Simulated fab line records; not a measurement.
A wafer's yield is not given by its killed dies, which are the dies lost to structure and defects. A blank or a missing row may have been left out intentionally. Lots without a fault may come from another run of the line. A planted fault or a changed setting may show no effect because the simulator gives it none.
Which tool was responsible?    flow gf180mcu    15 lots, 45 wafers sampled, at 3 steps of a route of 602

== WHAT EACH GAUGE READ, for each wafer ==
GF_M3_RS_MEAS_05: a four-point-probe measurement.
lot   measured      on             M3_ALCU_RS (ohm/sq)
L148  day 21 04:02  film-metro-04  0.0694 0.0693 0.0682
L152  day 22 07:11  film-metro-03  0.0683 0.0690 0.0685
L151  day 22 08:47  film-metro-03  0.0681 0.0681 0.0699
L154  day 23 03:09  film-metro-03  0.0689 0.0705 0.0681
L155  day 23 07:06  film-metro-03  0.0688 0.0691 0.0690
L156  day 24 02:40  film-metro-03  0.0692 0.0687 0.0688
L157  day 24 03:20  film-metro-04  0.0685 0.0691 0.0696
L159  day 24 16:17  film-metro-03  0.0691 0.0699 0.0692
L160  day 25 04:10  film-metro-03  0.0685 0.0695 0.0687
L161  day 25 13:54  film-metro-03  0.0685 0.0694 0.0704
L162  day 25 17:34  film-metro-01  0.0685 0.0698 0.0695
L163  day 25 18:52  film-metro-03  0.0693 0.0699 0.0699
L168  day 27 13:45  film-metro-01  0.0687 0.0697 0.0686
L169  day 27 20:49  film-metro-04  0.0679 0.0681 0.0677
L170  day 28 02:25  film-metro-03  0.0701 0.0687 0.0691

== WHICH TOOL RAN EACH LOT (tool, then ch and the chambers of the sampled wafers, then the start) ==
lot   GF_V2_SPUTTER_22              GF_M3_SPUTTER_00
L148  pvd-sputter-03, day 21 03:11  pvd-sputter-02, day 21 03:49
L152  pvd-sputter-04, day 22 06:17  pvd-sputter-01, day 22 06:55
L151  pvd-sputter-03, day 22 07:53  pvd-sputter-04, day 22 08:31
L154  pvd-sputter-03, day 23 02:18  pvd-sputter-04, day 23 02:56
L155  pvd-sputter-04, day 23 06:13  pvd-sputter-02, day 23 06:50
L156  pvd-sputter-03, day 24 01:47  pvd-sputter-02, day 24 02:25
L157  pvd-sputter-01, day 24 02:26  pvd-sputter-04, day 24 03:04
L159  pvd-sputter-04, day 24 15:14  pvd-sputter-01, day 24 16:01
L160  pvd-sputter-01, day 25 03:14  pvd-sputter-04, day 25 03:55
L161  pvd-sputter-01, day 25 13:03  pvd-sputter-04, day 25 13:41
L162  pvd-sputter-01, day 25 16:42  pvd-sputter-04, day 25 17:20
L163  pvd-sputter-01, day 25 18:01  pvd-sputter-02, day 25 18:38
L168  pvd-sputter-04, day 27 12:54  pvd-sputter-01, day 27 13:32
L169  pvd-sputter-04, day 27 19:57  pvd-sputter-01, day 27 20:35
L170  pvd-sputter-01, day 28 01:32  pvd-sputter-04, day 28 02:10
- GF_V2_SPUTTER_22: material TiN, target thk 10 nm, time 40 s.
- GF_M3_SPUTTER_00: material Ti, target thk 37.5 nm, time 154.7 s.

== WHAT THE TOOLS THEMSELVES READ (means of the sampled wafers that have a number; where no wafer has one, the mark that the record gives instead) ==
GF_V2_SPUTTER_22.
lot   tool            throttle-valve-pct (%)
L148  pvd-sputter-03  30.3
L152  pvd-sputter-04  30.0
L151  pvd-sputter-03  29.8
L154  pvd-sputter-03  31.5
L155  pvd-sputter-04  30.1
L156  pvd-sputter-03  29.7
L157  pvd-sputter-01  29.0
L159  pvd-sputter-04  30.1
L160  pvd-sputter-01  29.1
L161  pvd-sputter-01  29.0
L162  pvd-sputter-01  29.0
L163  pvd-sputter-01  29.4
L168  pvd-sputter-04  30.1
L169  pvd-sputter-04  30.1
L170  pvd-sputter-01  29.7

GF_M3_SPUTTER_00.
lot   tool            throttle-valve-pct (%)
L148  pvd-sputter-02  29.3
L152  pvd-sputter-01  28.7
L151  pvd-sputter-04  30.4
L154  pvd-sputter-04  30.0
L155  pvd-sputter-02  29.1
L156  pvd-sputter-02  29.7
L157  pvd-sputter-04  30.5
L159  pvd-sputter-01  29.8
L160  pvd-sputter-04  29.9
L161  pvd-sputter-04  29.8
L162  pvd-sputter-04  29.6
L163  pvd-sputter-02  29.5
L168  pvd-sputter-01  29.2
L169  pvd-sputter-01  29.3
L170  pvd-sputter-04  30.3

== THE ANSWER, worked out from the rows above alone ==
Rule: the usual values come from the lots themselves. Put in order of their means at a reading, lots are off if they are a third of the lots or fewer, leave a main group of 4 or more, and stand apart from it by a gap of 3 or more times the standard deviation of the main group's means; of several such gaps the widest counts. A main group whose means are all the same, to the digits that the tables above print for the reading, isn't used. Also off: a lot with no number at a reading for which 4 or more lots have one. Where the step has rows for the other lots, those lots are counted as sound. The gauges are gone through in route order, then the tools' own readings, and for those a lot's mean is taken as printed above. The first step at which some lot is off is used, and at that step the reading that is off furthest; a lot without a number counts as furthest.
Across all readings shown, no lot is off: no conclusion can be drawn from this.

== WHAT THE SIMULATOR PUT IN ==
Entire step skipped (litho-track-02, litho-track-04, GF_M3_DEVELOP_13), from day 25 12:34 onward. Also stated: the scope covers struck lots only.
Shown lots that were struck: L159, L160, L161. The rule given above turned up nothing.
